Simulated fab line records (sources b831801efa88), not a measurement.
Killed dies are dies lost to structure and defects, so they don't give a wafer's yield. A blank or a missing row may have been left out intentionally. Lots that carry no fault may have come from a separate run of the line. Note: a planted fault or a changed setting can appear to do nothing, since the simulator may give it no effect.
Chamber matching    flow sky130    SKY_CONTACT_ETCH_16 on rieDiel-01: 4 sister chambers
The step etches BARC in N2/H2, stops on SiO2, time 45.9 s, target depth 60 nm. 4 wafers are shown with their chamber, then 9 later ones without.

## WAFERS PAIRED WITH THEIR CHAMBERS
wafer   chamber  throttleValvePct (%)
L083.6  2        13.225
L088.4  0        13.233
L091.3  1        13.227
L091.6  3        13.233

## WAFERS WHOSE CHAMBER IS MISSING
wafer   throttleValvePct (%)
L092.4  13.225
L092.5  13.245
L092.6  13.238
L093.3  13.232
L093.4  13.228
L093.6  13.212
L095.1  13.229
L095.4  13.225
L095.6  13.217

## WHICH CHAMBER EACH ONE RAN IN
wafer   from the rows above                in truth
L092.4  can't be placed: 2 or 1 or 0 or 3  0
L092.5  can't be placed: 0 or 3 or 1 or 2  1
L092.6  can't be placed: 0 or 3 or 1 or 2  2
L093.3  can't be placed: 0 or 3 or 1 or 2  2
L093.4  can't be placed: 1 or 2 or 0 or 3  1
L093.6  can't be placed: 2 or 1 or 0 or 3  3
L095.1  can't be placed: 1 or 2 or 0 or 3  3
L095.4  can't be placed: 2 or 1 or 0 or 3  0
L095.6  can't be placed: 2 or 1 or 0 or 3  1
Correct placement for 0 of the 9. Unplaceable from these rows: 9, with the true chamber sitting among the candidates in 9. 0 placed wrongly.
How it was worked out, from the rows above alone: a wafer's distance from a chamber is the root of the sum, over the readings, of the square of ((its reading less the chamber's mean) divided by the reading's scatter). If the next closest chamber is less than 2 further off than the closest, the wafer can't be placed; otherwise it belongs to the closest. A chamber's mean is the mean of its shown wafers. The scatter: root of mean squared gap, hidden wafer to nearest shown wafer, with one shown wafer a chamber.
